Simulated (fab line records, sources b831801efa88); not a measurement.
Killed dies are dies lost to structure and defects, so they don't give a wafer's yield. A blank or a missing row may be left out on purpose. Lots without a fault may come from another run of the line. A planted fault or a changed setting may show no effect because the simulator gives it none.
fab line records | flow gf180mcu
record lots=14 wafers=42 last_day=34
route steps=602 shown V4@479
lots that met no fault: from a run of the same line without faults
start_h: hours from the record's first day to the start of the lot's first wafer shown | wait_h: hours since the lot's step before | " the same as in the row above | L1.1+2: a row that stands for several wafers | - no value, or no start given | * or withheld: withheld | < > ~ a bound
route shown NAME@n: a module of which the file shows steps, and the number in the route of the first | usual: mean/standard deviation of fault-free wafers | same: alike in all rows | chamber/n: place in a boat | sites: the reading at each site | _std_site: their standard deviation | _edge_site: outer sites' mean less inner sites' | radius_mm: how far each site lies from the wafer's centre | mask NAME#n: copy n | behind: the tool/chamber that last shaped the wafer | hold: why the lot was held/for how many hours/how that ended | device: the transistor (n, p or np) that didn't switch | end of line: the same wafers' tests at the end of the route | a step without rows: its recipe alone | killed: dies lost to structure and defects at the first sort, not the wafer's yield | map: a wafer's dies, x killed, . not, _ none there
set.NAME: the setting as run; set.NAME@STEP: as run at that earlier step | model.NAME: the simulator's own value behind a step, which no gauge read
steps of the route over a sample of lots; a table a step, a row a wafer
services: from which hour (start_h, from the record's first day; less than 0 if before it) a tool's chamber was out of use, for how many hours, and why
## steps
# step GF_V4_THK_MEAS_03
# recipe reads=SiO2_of_V4_CVD_02
# usual V4_CVD_02_THK=851/13
# columns lot.wafer tool chamber start_h wait_h V4_CVD_02_THK[nm]
L962.1 film_metro-01 - 547.33 0.0 849
L962.4 " - " " 856
L962.5 " - " " 863
L964.3 film_metro-02 - 553.52 0.1 842
L964.4 " - " " 849
L964.6 " - " " 845
L963.1 film_metro-02 - 554.73 0.0 858
L963.5 " - " " 862
L963.6 " - " " 885
L965.1 film_metro-02 - 574.44 0.0 847
L965.5 " - " " 873
L965.6 " - " " 858
L966.2 film_metro-04 - 583.50 0.0 849
L966.4 " - " " 852
L966.5 " - " " 871
L967.1 film_metro-02 - 591.03 0.0 857
L967.4 " - " " 872
L967.6 " - " " 878
L974.3 film_metro-01 - 639.10 0.1 866
L974.5 " - " " 876
L974.6 " - " " 882
L975.1 film_metro-04 - 645.48 0.0 842
L975.2 " - " " 827
L975.3 " - " " 840
L977.1 film_metro-02 - 658.53 0.0 849
L977.3 " - " " 830
L977.5 " - " " 847
L978.1 film_metro-04 - 665.76 0.0 832
L978.3 " - " " 849
L978.6 " - " " 849
L979.3 film_metro-02 - 676.54 0.1 855
L979.4 " - " " 871
L979.5 " - " " 848
L981.2 film_metro-04 - 681.63 0.1 834
L981.4 " - " " 847
L981.5 " - " " 831
L983.2 film_metro-04 - 694.91 0.0 843
L983.3 " - " " 839
L983.6 " - " " 850
L984.3 film_metro-02 - 704.00 0.1 846
L984.4 " - " " 834
L984.6 " - " " 856
# step GF_V4_OVL_MEAS_15
# usual V4_OVL=-2/5.2
# columns lot.wafer tool chamber start_h wait_h V4_OVL[nm]
L962.1 overlay-01 - 570.66 0.1 -2
L962.4 " - " " 0
L962.5 " - " " -5
L964.3 overlay-02 - 575.52 0.1 -7
L964.4 " - " " -14
L964.6 " - " " -13
L963.1 overlay-02 - 576.91 0.1 0
L963.5 " - " " -12
L963.6 " - " " -3
L965.1 overlay-02 - 596.05 0.1 -13
L965.5 " - " " -3
L965.6 " - " " -8
L966.2 overlay-02 - 605.07 0.1 1
L966.4 " - " " -2
L966.5 " - " " -4
L967.1 overlay-02 - 612.25 0.1 -2
L967.4 " - " " -2
L967.6 " - " " 0
L974.3 overlay-02 - 659.13 0.1 1
L974.5 " - " " 6
L974.6 " - " " 3
L975.1 overlay-01 - 666.41 0.1 2
L975.2 " - " " -2
L975.3 " - " " 3
L977.1 overlay-02 - 678.41 0.1 -1
L977.3 " - " " 0
L977.5 " - " " -3
L978.1 overlay-01 - 685.16 0.1 -4
L978.3 " - " " -5
L978.6 " - " " -7
L979.3 overlay-02 - 696.01 0.1 -3
L979.4 " - " " -7
L979.5 " - " " 2
L981.2 overlay-02 - 701.17 0.1 -8
L981.4 " - " " -11
L981.5 " - " " -10
L983.2 overlay-01 - 713.12 0.1 -6
L983.3 " - " " 4
L983.6 " - " " 3
L984.3 overlay-02 - 722.67 0.1 -1
L984.4 " - " " 6
L984.6 " - " " -1
# step GF_V4_ETCH_17
# recipe chemistry=C4F8/O2/Ar mask_material=KrF target=SiO2 stop_on=TiN source_w=1500 bias_w=1200 pressure_mtorr=40 c4f8_flow_sccm=withheld O2_flow_sccm=6 Ar_flow_sccm=300 time_s=withheld target_depth_a=6300
# usual bias_w=1200/3.8 chamber_pressure_mTorr=40.00/0.034 oes_product_au=0.855/0.0045
# columns lot.wafer tool chamber start_h wait_h bias_w chamber_pressure_mTorr oes_product_au
L962.1 rie_diel-04 1 - - 1201 39.98 0.862
L962.4 " 0 " " 1199 40.03 0.864
L962.5 " 0 " " 1203 40.01 0.853
L964.3 rie_diel-04 0 - - 1199 40.03 0.857
L964.4 " 3 " " 1206 40.04 0.857
L964.6 " 1 " " 1200 40.01 0.854
L963.1 rie_diel-02 0 - - 1192 40.00 0.848
L963.5 " 0 " " 1195 39.97 0.853
L963.6 " 3 " " 1204 39.96 0.852
L965.1 rie_diel-04 2 - - 1197 39.94 0.860
L965.5 " 0 " " 1199 40.00 0.852
L965.6 " 3 " " 1206 40.05 0.854
L966.2 rie_diel-03 3 - - 1204 39.98 0.847
L966.4 " 2 " " 1202 40.00 0.858
L966.5 " 0 " " 1202 40.03 0.853
L967.1 rie_diel-03 2 - - 1198 39.98 0.852
L967.4 " 3 " " 1207 39.97 0.857
L967.6 " 0 " " 1196 39.96 0.857
L974.3 rie_diel-04 2 - - 1198 40.03 0.850
L974.5 " 1 " " 1195 40.04 0.857
L974.6 " 3 " " 1201 40.05 0.855
L975.1 rie_diel-04 1 - - 1204 39.99 0.855
L975.2 " 2 " " 1199 39.93 0.859
L975.3 " 3 " " 1201 40.04 0.864
L977.1 rie_diel-03 2 - - 1199 39.89 0.855
L977.3 " 3 " " 1196 40.01 0.852
L977.5 " 2 " " 1204 39.98 0.860
L978.1 rie_diel-02 2 - - 1198 40.07 0.847
L978.3 " 0 " " 1199 40.01 0.855
L978.6 " 2 " " 1197 40.04 0.849
L979.3 rie_diel-03 2 - - 1209 40.08 0.853
L979.4 " 0 " " 1200 39.99 0.849
L979.5 " 2 " " 1195 39.98 0.856
L981.2 rie_diel-04 1 - - 1197 39.97 0.863
L981.4 " 3 " " 1195 40.02 0.858
L981.5 " 0 " " 1200 40.04 0.861
L983.2 rie_diel-04 3 - - 1199 39.95 0.855
L983.3 " 2 " " 1196 39.97 0.852
L983.6 " 1 " " 1195 39.96 0.867
L984.3 rie_diel-04 2 - - 1195 40.02 0.852
L984.4 " 3 " " 1196 40.00 0.862
L984.6 " 3 " " 1195 39.97 0.857
# step GF_V4_SPUTTER_21
# recipe material=Ti target_thk_nm=15 chamber_pressure_pa=5 power_w=2500 substrate_temp_c=200 time_s=80.02
# usual cathode_dc_power_W=2499.9/0.45 chamber_pressure_pa=4.999/0.01 throttle_valve_pct=30.2/1.1
# columns lot.wafer tool chamber start_h wait_h cathode_dc_power_W chamber_pressure_pa throttle_valve_pct
L962.1 pvd_sputter-04 - 571.55 0.0 2500.0 4.996 30.3
L962.4 " - " " 2499.6 4.997 28.7
L962.5 " - " " 2501.0 5.002 28.5
L964.3 pvd_sputter-04 - 576.61 0.0 2499.7 5.007 28.4
L964.4 " - " " 2500.2 5.005 31.7
L964.6 " - " " 2499.9 4.982 30.7
L963.1 pvd_sputter-01 - 577.61 0.0 2500.3 4.993 29.6
L963.5 " - " " 2500.0 4.997 31.0
L963.6 " - " " 2500.2 4.985 29.2
L965.1 pvd_sputter-03 - 596.74 0.0 2500.0 4.993 32.0
L965.5 " - " " 2500.1 4.988 29.6
L965.6 " - " " 2500.1 4.998 30.3
L966.2 pvd_sputter-04 - 605.80 0.0 2500.4 5.013 31.0
L966.4 " - " " 2500.6 5.001 32.2
L966.5 " - " " 2499.2 4.991 28.5
L967.1 pvd_sputter-01 - 612.98 0.0 2499.5 5.007 29.3
L967.4 " - " " 2499.4 5.004 31.1
L967.6 " - " " 2499.8 4.983 29.4
L974.3 pvd_sputter-04 - 659.82 0.0 - - -
L974.5 " - " " - - -
L974.6 " - " " - - -
L975.1 pvd_sputter-01 - 667.11 0.0 - - -
L975.2 " - " " - - -
L975.3 " - " " - - -
L977.1 pvd_sputter-01 - 679.11 0.0 2499.9 4.999 29.3
L977.3 " - " " 2499.5 4.988 31.2
L977.5 " - " " 2499.5 5.005 29.1
L978.1 pvd_sputter-01 - 685.86 0.0 2499.6 4.991 29.1
L978.3 " - " " 2500.7 4.999 29.4
L978.6 " - " " 2498.8 4.993 29.3
L979.3 pvd_sputter-01 - 696.69 0.0 2500.0 4.986 29.0
L979.4 " - " " 2499.1 5.003 31.1
L979.5 " - " " 2499.7 4.990 30.0
L981.2 pvd_sputter-04 - 701.86 0.0 2500.0 4.993 31.4
L981.4 " - " " 2499.8 5.005 30.4
L981.5 " - " " 2499.2 5.000 31.4
L983.2 pvd_sputter-04 - 713.81 0.0 2499.8 5.011 30.3
L983.3 " - " " 2499.5 5.007 31.9
L983.6 " - " " 2499.8 5.018 30.3
L984.3 pvd_sputter-03 - 723.76 0.0 2499.5 4.999 31.9
L984.4 " - " " 2499.9 4.985 30.2
L984.6 " - " " 2500.2 4.991 30.4
## services
# columns tool chamber start_h hours kind
rie_diel-04 0 562.83 1.3 repair
rie_diel-02 - 569.52 0.5 repair
rie_diel-02 2 574.51 32.2 repair
pvd_sputter-03 - 586.31 6.3 repair
rie_diel-02 2 624.74 7.6 repair
pvd_sputter-01 - 651.45 4.4 repair
rie_diel-03 2 651.89 9.1 repair
rie_diel-04 0 657.92 14.0 repair
rie_diel-03 3 658.41 7.0 repair
rie_diel-04 - 659.32 5.8 repair
rie_diel-03 2 673.79 3.0 repair
rie_diel-03 0 697.46 - clean
rie_diel-03 0 697.46 14.9 scheduled_down
rie_diel-03 0 697.46 14.9 vent_cycle
pvd_sputter-04 - 712.88 0.8 repair
rie_diel-03 2 721.84 14.6 repair
## key
first_sign step=GF_V4_SPUTTER_21 reading=tool_record direction=missing
effect none on later readings
met_at GF_V4_SPUTTER_21
struck_lots L974,L975
later_rows_left_out L974.3,L974.5,L974.6,L975.1,L975.2,L975.3
sort_left_out L974.3,L974.5,L974.6,L975.1,L975.2,L975.3
not_acting_at GF_V4_THK_MEAS_03,GF_V4_OVL_MEAS_15,GF_V4_ETCH_17
onset_between 612.98 659.82
fault kind=skipped_step_whole tool=pvd_sputter-01,pvd_sputter-04 chamber=- onset_h=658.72 steps=GF_V4_SPUTTER_21 scope=struck_lots_only
# sort_left_out: the simulated sort isn't trusted on such a fault, so these wafers' sort isn't shown, and their yield isn't known
# later_rows_left_out: the simulator's readings of these wafers behind a module that went badly wrong aren't trusted and aren't shown, but for the sort
